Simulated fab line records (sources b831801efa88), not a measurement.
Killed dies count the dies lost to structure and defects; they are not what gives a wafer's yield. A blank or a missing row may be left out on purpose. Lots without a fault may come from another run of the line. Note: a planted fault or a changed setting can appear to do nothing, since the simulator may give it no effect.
fab line records    flow gf180mcu
record lots=12  wafers=36  last-day=34
route steps=602 shown DUAL_GATE@154 POLY_GATE@167 HV_LDD@230
lots with no fault: from the same line, run without faults
start-h: the number of hours between the record's first day and the start of the first shown wafer of the lot    wait-h: hours from the lot's prior step to this one    " same as the row above    L1.1+2: several wafers, shown together as one row    - no value, or no start given    * or withheld: withheld    < > ~ a bound
route shown NAME@n: NAME is a module with steps in the file, n the number in the route of the first one    usual: the fault-free wafers' mean and standard deviation    same: alike in all rows    chamber/n: place in a boat    sites: readings site by site    _std_site: standard deviation of those values    _edge_site: the outer-site mean with the inner-site mean subtracted    radius-mm: how far each site lies from the wafer's centre    mask NAME#n: copy n    behind: tool/chamber where the wafer was last shaped    hold: why the lot was held/for how many hours/how that ended    device: the transistor (n, p or np) that didn't switch    end of line: tests of these same wafers at the route's end    a step given without rows: its recipe and nothing more    killed: dies that structure and defects cost at the first sort, which is not the same as the wafer's yield    map: the dies of a wafer, with x for killed, . for not killed, _ for no die there
set.NAME: the run value of the setting; set.NAME@STEP: its run value at that earlier step    model.NAME: the simulator's own value behind a step, which no gauge read
a sample of lots followed through the steps of the route, with each step as a table and each wafer as a row
services: when a tool's chamber went out of use (start-h, in hours from the record's first day, below 0 if earlier), for how many hours, and the reason
## steps
# step GF_DUAL_GATE_STRIP_13
# recipe chemistry=O2/N2  power-w=1400  pressure-mtorr=1500  platen-temp-c=250  o2-flow-sccm=3000  n2-flow-sccm=300  overash-fraction=0.5
# usual drypump-motor-current-A=5.7/0.45  heater-power-w=324/23  oes-product-au=0.715/0.0044  strip-time-to-endpoint-s=12.64/0.039
lot.wafer  tool             chamber  start-h  wait-h  drypump-motor-current-A  heater-power-w  oes-product-au  rf-hours-counter-h  strip-time-to-endpoint-s
L805.2     plasma-asher-03  1        173.72   0.0     5.6                      365             0.717           51                  12.71
L805.4     "                1        "        "       5.6                      368             0.715           -                   12.68
L805.6     "                1        "        "       5.6                      368             0.719           -                   12.70
L806.1     plasma-asher-02  0        179.57   0.0     5.9                      297             0.710           6                   12.62
L806.3     "                0        "        "       5.9                      303             0.714           -                   12.58
L806.6     "                1        "        "       6.4                      345             0.710           -                   12.58
L809.2     plasma-asher-04  1        209.08   0.0     5.2                      307             0.721           58                  12.71
L809.5     "                0        "        "       5.2                      295             0.713           -                   12.64
L809.6     "                1        "        "       5.2                      304             0.722           -                   12.70
L811.2     plasma-asher-02  0        221.11   0.0     5.8                      313             0.720           11                  12.64
L811.4     "                1        "        "       6.4                      341             0.723           -                   12.65
L811.6     "                0        "        "       5.8                      300             0.719           -                   12.71
L812.1     plasma-asher-04  0        230.68   0.0     5.2                      309             0.711           61                  12.64
L812.2     "                1        "        "       5.3                      307             0.715           61                  12.61
L812.5     "                0        "        "       5.2                      315             0.722           -                   12.61
L813.2     plasma-asher-02  0        230.80   0.0     5.8                      304             0.719           11                  12.58
L813.3     "                0        "        "       5.9                      303             0.710           -                   12.62
L813.4     "                1        "        "       6.4                      347             0.717           -                   12.59
L822.1     plasma-asher-03  0        294.31   0.0     6.1                      322             0.717           63                  12.69
L822.2     "                1        "        "       5.5                      364             0.717           63                  12.66
L822.6     "                1        "        "       5.6                      369             0.710           -                   12.64
L823.1     plasma-asher-03  1        301.53   0.0     5.6                      362             0.724           64                  12.68
L823.2     "                0        "        "       6.1                      318             0.716           64                  12.69
L823.6     "                0        "        "       6.1                      321             0.709           -                   12.64
L824.1     plasma-asher-04  0        309.15   0.0     5.2                      309             0.721           69                  12.69
L824.3     "                0        "        "       5.2                      315             0.715           -                   12.63
L824.5     "                0        "        "       5.2                      311             0.711           -                   12.64
L826.1     plasma-asher-04  1        321.76   0.0     5.2                      307             0.715           70                  12.62
L826.4     "                1        "        "       5.2                      300             0.712           -                   12.60
L826.6     "                0        "        "       5.2                      311             0.717           -                   12.59
L827.1     plasma-asher-02  0        327.70   0.0     5.8                      308             0.716           21                  12.61
L827.4     "                0        "        "       5.8                      313             0.718           -                   12.63
L827.5     "                0        "        "       5.8                      305             0.713           -                   12.61
L828.2     plasma-asher-04  1        334.18   0.0     5.2                      301             0.716           71                  12.63
L828.3     "                0        "        "       5.2                      315             0.715           -                   12.60
L828.4     "                1        "        "       5.2                      301             0.711           -                   12.63
# step GF_POLY_GATE_CD_MEAS_10
# recipe target-cd-nm=280
# usual cd-nm=280.2/1.3
lot.wafer  tool       chamber  start-h  wait-h  cd-nm
L805.2     cd-sem-02  -        192.99   0.1     280.7
L805.4     "          -        "        "       280.3
L805.6     "          -        "        "       280.9
L806.1     cd-sem-02  -        199.42   0.1     281.5
L806.3     "          -        "        "       280.6
L806.6     "          -        "        "       280.2
L809.2     cd-sem-01  -        229.40   0.1     280.5
L809.5     "          -        "        "       279.2
L809.6     "          -        "        "       278.7
L811.2     cd-sem-01  -        241.69   0.1     278.1
L811.4     "          -        "        "       280.8
L811.6     "          -        "        "       279.5
L812.1     cd-sem-02  -        252.27   0.1     280.7
L812.2     "          -        "        "       281.1
L812.5     "          -        "        "       280.7
L813.2     cd-sem-01  -        252.85   0.1     278.6
L813.3     "          -        "        "       279.2
L813.4     "          -        "        "       280.1
L822.1     cd-sem-02  -        318.03   0.1     277.2
L822.2     "          -        "        "       278.2
L822.6     "          -        "        "       277.9
L823.1     cd-sem-01  -        326.03   0.1     281.0
L823.2     "          -        "        "       279.9
L823.6     "          -        "        "       280.5
L824.1     cd-sem-02  -        332.67   0.1     280.1
L824.3     "          -        "        "       280.8
L824.5     "          -        "        "       278.7
L826.1     cd-sem-02  -        348.69   0.1     280.0
L826.4     "          -        "        "       280.3
L826.6     "          -        "        "       280.6
L827.1     cd-sem-02  -        354.54   0.1     279.5
L827.4     "          -        "        "       279.7
L827.5     "          -        "        "       279.5
L828.2     cd-sem-02  -        358.74   0.1     281.6
L828.3     "          -        "        "       280.8
L828.4     "          -        "        "       281.0
# step GF_POLY_GATE_ETCH_13
# recipe target=poly-Si  target-depth-nm=198.5  stop-on=SiO2  over-etch-frac=0.403  chemistry=HBr/Cl2  icp-w=400  bias-w=100  pressure-mtorr=10  HBr_flow_sccm=150  Cl2_flow_sccm=50  time-s=69.6
# usual drypump-motor-current-A=5.7/0.46  oes-product-au=0.991/0.0066  throttle-valve-pct=33.684/0.0092
lot.wafer  tool       chamber  start-h  wait-h  drypump-motor-current-A  oes-product-au  rf-hours-counter-h  throttle-valve-pct
L805.2     rie-si-02  1        193.17   -       5.5                      0.983           83                  33.690
L805.4     "          2        "        "       5.9                      0.976           3                   33.676
L805.6     "          1        "        "       5.5                      0.982           -                   33.678
L806.1     rie-si-02  0        199.62   -       5.5                      0.992           56                  33.684
L806.3     "          2        "        "       5.9                      0.989           3                   33.679
L806.6     "          2        "        "       5.9                      0.993           -                   33.701
L809.2     rie-si-01  3        229.59   -       5.4                      0.990           63                  33.672
L809.5     "          1        "        "       4.9                      0.995           -                   33.663
L809.6     "          2        "        "       6.1                      0.986           -                   33.679
L811.2     rie-si-02  0        241.87   -       5.4                      0.985           57                  33.671
L811.4     "          3        "        "       5.5                      1.003           68                  33.681
L811.6     "          1        "        "       5.5                      0.995           -                   33.684
L812.1     rie-si-01  1        252.47   -       4.9                      1.004           1                   33.670
L812.2     "          3        "        "       5.4                      0.998           63                  33.692
L812.5     "          3        "        "       5.4                      1.003           -                   33.704
L813.2     rie-si-02  2        253.04   -       6.0                      0.991           3                   33.701
L813.3     "          3        "        "       5.5                      0.990           68                  33.694
L813.4     "          0        "        "       5.4                      0.977           57                  33.680
L822.1     rie-si-01  1        318.24   -       4.9                      0.994           2                   33.703
L822.2     "          0        "        "       6.6                      1.000           4                   33.688
L822.6     "          3        "        "       5.4                      0.986           -                   33.693
L823.1     rie-si-02  2        326.24   -       5.9                      0.990           4                   33.698
L823.2     "          3        "        "       5.5                      0.994           69                  33.691
L823.6     "          0        "        "       5.4                      0.988           -                   33.684
L824.1     rie-si-02  2        332.87   -       5.9                      1.000           4                   33.703
L824.3     "          3        "        "       5.5                      0.997           69                  33.678
L824.5     "          3        "        "       5.5                      0.983           -                   33.681
L826.1     rie-si-01  0        348.90   -       6.5                      0.988           4                   33.674
L826.4     "          2        "        "       6.0                      0.986           50                  33.699
L826.6     "          2        "        "       6.1                      0.994           -                   33.693
L827.1     rie-si-01  1        354.75   -       4.9                      0.995           2                   33.679
L827.4     "          3        "        "       5.4                      0.998           64                  33.688
L827.5     "          1        "        "       4.9                      0.997           -                   33.692
L828.2     rie-si-01  2        358.92   -       6.1                      0.981           50                  33.674
L828.3     "          3        "        "       5.4                      0.983           64                  33.669
L828.4     "          1        "        "       4.9                      0.990           2                   33.687
# step GF_HV_LDD_CVD_54
# recipe material=SiO2  target-thk-nm=10  precursor=TEOS  temp-c=680  time-s=75  pressure-mtorr=400
# usual spike-tc-bottom-C=700.8/1.9  spike-tc-centre-C=680.3/1  spike-tc-lower-C=680.6/1.1  spike-tc-top-C=696.5/2.8  spike-tc-upper-C=679.9/1.4  susceptor-temp-C=679.90/0.28  zone-power-centre-pct=9.83/0.25  zone-power-top-pct=21.4/2.3
lot.wafer  tool      chamber  start-h  wait-h  spike-tc-bottom-C  spike-tc-centre-C  spike-tc-lower-C  spike-tc-top-C  spike-tc-upper-C  susceptor-temp-C  zone-power-centre-pct  zone-power-top-pct
L805.2     lpcvd-01  1        268.56   1.5     702.6              680.5              681.6             697.7           677.3             680.30            9.51                   21.6
L805.4     "         1        "        "       701.9              678.4              681.8             698.9           679.8             679.82            9.55                   21.3
L805.6     "         1        "        "       705.2              680.6              682.0             701.0           678.7             680.18            9.60                   21.5
L806.1     lpcvd-01  0        276.70   0.1     701.2              681.1              678.8             694.4           681.3             680.05            9.87                   24.4
L806.3     "         0        "        "       700.1              680.6              680.4             695.8           681.7             679.65            10.06                  24.4
L806.6     "         0        "        "       699.7              680.6              679.6             694.6           681.9             679.58            9.97                   24.7
L809.2     lpcvd-01  1        307.47   0.1     704.2              681.9              681.0             698.9           678.5             680.22            9.72                   21.3
L809.5     "         1        "        "       702.9              679.8              680.9             698.4           678.5             680.09            9.47                   21.5
L809.6     "         1        "        "       703.6              678.9              681.0             699.0           678.7             680.27            9.34                   21.2
L811.2     lpcvd-01  0        325.20   0.1     701.2              680.8              679.9             694.8           680.6             679.73            10.06                  25.0
L811.4     "         0        "        "       700.5              680.2              678.4             695.2           680.6             679.65            10.07                  25.0
L811.6     "         0        "        "       701.1              681.8              680.4             695.0           680.8             679.73            9.95                   25.2
L812.1     lpcvd-02  1        336.94   0.1     728.0              708.4              710.6             722.0           709.1             708.54            10.77                  19.4
L812.2     "         1        "        "       727.6              710.0              709.4             720.7           709.4             708.71            10.62                  19.4
L812.5     "         1        "        "       728.6              709.0              708.9             721.6           710.3             708.83            10.65                  18.9
L813.2     lpcvd-02  0        337.96   0.4     725.9              708.5              709.2             724.9           711.3             708.90            10.68                  23.9
L813.3     "         0        "        "       726.7              709.4              709.6             726.8           709.0             708.83            10.68                  23.8
L813.4     "         0        "        "       726.7              709.5              707.3             724.7           710.7             709.06            10.92                  24.3
L822.1     lpcvd-01  1        409.99   0.1     702.8              680.5              681.3             699.6           678.5             679.78            9.54                   21.9
L822.2     "         1        "        "       701.9              679.2              681.8             698.3           677.2             679.64            9.60                   21.6
L822.6     "         1        "        "       703.1              680.0              681.4             697.6           678.5             679.49            9.46                   21.7
L823.1     lpcvd-02  1        422.29   0.1     700.2              680.2              680.6             693.2           679.3             680.23            10.19                  18.2
L823.2     "         1        "        "       700.2              679.2              679.6             693.4           680.9             680.14            9.83                   18.3
L823.6     "         1        "        "       700.0              678.6              681.2             694.6           680.5             680.22            10.28                  18.0
L824.1     lpcvd-01  0        426.22   0.1     699.8              680.6              678.2             696.6           680.3             680.17            10.22                  24.5
L824.3     "         0        "        "       703.2              683.5              680.8             695.4           682.3             680.28            9.96                   24.4
L824.5     "         0        "        "       699.2              681.8              680.4             695.4           679.8             679.80            10.28                  24.2
L826.1     lpcvd-02  0        446.78   0.1     699.5              681.7              679.8             698.7           681.1             680.26            10.21                  22.8
L826.4     "         0        "        "       696.6              680.3              680.9             698.2           681.1             680.30            10.04                  22.0
L826.6     "         0        "        "       697.4              681.8              681.1             699.3           678.5             680.41            10.00                  22.6
L827.1     lpcvd-01  1        451.23   0.1     702.0              680.4              682.1             697.9           678.3             679.88            9.71                   21.7
L827.4     "         1        "        "       701.0              680.8              681.0             700.0           677.0             679.70            9.59                   21.8
L827.5     "         1        "        "       701.4              681.8              680.4             699.6           679.0             679.40            9.47                   21.7
L828.2     lpcvd-01  1        454.82   0.1     703.2              678.7              680.5             697.5           679.7             679.47            9.35                   21.4
L828.3     "         1        "        "       701.5              679.5              682.7             700.7           678.3             679.55            9.50                   21.2
L828.4     "         1        "        "       704.5              679.9              680.2             699.6           677.3             679.45            9.54                   22.2
# step GF_HV_LDD_THK_MEAS_55
# recipe reads=SiO2_of_HV_LDD_CVD_54
# usual HV_LDD_CVD_54_THK=9.98/0.16
lot.wafer  tool           chamber  start-h  wait-h  HV_LDD_CVD_54_THK[nm]
L805.2     film-metro-02  -        269.59   0.0     10.11
L805.4     "              -        "        "       10.11
L805.6     "              -        "        "       9.98
L806.1     film-metro-03  -        277.72   0.0     10.14
L806.3     "              -        "        "       9.99
L806.6     "              -        "        "       9.98
L809.2     film-metro-03  -        308.50   0.0     9.92
L809.5     "              -        "        "       9.79
L809.6     "              -        "        "       9.88
L811.2     film-metro-03  -        326.23   0.0     10.12
L811.4     "              -        "        "       10.08
L811.6     "              -        "        "       10.04
L812.1     film-metro-02  -        337.96   0.0     19.72
L812.2     "              -        "        "       19.79
L812.5     "              -        "        "       19.78
L813.2     film-metro-01  -        338.99   0.0     20.02
L813.3     "              -        "        "       19.94
L813.4     "              -        "        "       19.90
L822.1     film-metro-03  -        411.01   0.0     10.10
L822.2     "              -        "        "       10.03
L822.6     "              -        "        "       10.02
L823.1     film-metro-03  -        423.32   0.0     9.76
L823.2     "              -        "        "       9.81
L823.6     "              -        "        "       9.92
L824.1     film-metro-01  -        427.24   0.0     9.86
L824.3     "              -        "        "       9.85
L824.5     "              -        "        "       9.79
L826.1     film-metro-03  -        447.80   0.0     9.99
L826.4     "              -        "        "       9.93
L826.6     "              -        "        "       9.99
L827.1     film-metro-02  -        452.25   0.0     9.76
L827.4     "              -        "        "       9.78
L827.5     "              -        "        "       9.74
L828.2     film-metro-02  -        455.85   0.0     10.12
L828.3     "              -        "        "       10.06
L828.4     "              -        "        "       10.03
## services
tool             chamber  start-h  hours  kind
plasma-asher-04  -        184.71   2.8    pm
rie-si-02        -        207.26   0.2    repair
rie-si-02        -        235.40   2.8    pm
rie-si-01        3        270.05   2.4    repair
plasma-asher-02  -        295.67   0.9    repair
lpcvd-01         -        314.29   6.0    pm
lpcvd-02         -        323.56   1.1    repair
rie-si-02        1        376.68   -      clean
rie-si-02        1        376.68   16.1   scheduled-down
rie-si-02        1        376.68   16.1   vent-cycle
rie-si-01        1        392.68   3.4    repair
rie-si-01        -        419.63   0.2    repair
plasma-asher-03  -        421.25   9.0    pm
plasma-asher-03  0        421.25   9.0    vent-cycle
plasma-asher-03  1        421.25   9.0    vent-cycle
rie-si-01        2        421.75   2.4    repair
plasma-asher-03  0        430.25   -      clean
plasma-asher-03  1        430.25   -      clean
plasma-asher-03  -        439.29   10.7   repair
rie-si-02        3        443.03   -      clean
rie-si-02        3        443.03   22.1   scheduled-down
rie-si-02        3        443.03   22.1   vent-cycle
## key
first-sign step=GF_HV_LDD_CVD_54  reading=susceptor-temp-C  direction=up  sigmas=99+  usual=*  struck=*
effect step=GF_HV_LDD_CVD_54  reading=spike-tc-centre-C  direction=up  sigmas=28  usual=680.3  struck=709.1
effect step=GF_HV_LDD_THK_MEAS_55  reading=HV_LDD_CVD_54_THK  direction=up  sigmas=62  usual=9.98  struck=19.86
met-at GF_HV_LDD_CVD_54
struck-lots L812,L813
tester-left-out L812,L813
not-acting-at GF_DUAL_GATE_STRIP_13,GF_POLY_GATE_CD_MEAS_10,GF_POLY_GATE_ETCH_13
fault kind=process-parameter-drift  tool=lpcvd-02  chamber=-  onset-h=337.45  steps=GF_HV_LDD_CVD_54  channel=temp-c  offset=*  shape=step  end-h=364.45  acts-in=*  stated=*
# tester-left-out: of these lots the tester's yield and bins aren't shown, on N5 and GAA mostly nor the transistor test; their killed dies are dies lost to structure and defects alone, not to doping, threshold or leakage, so they don't give the yield
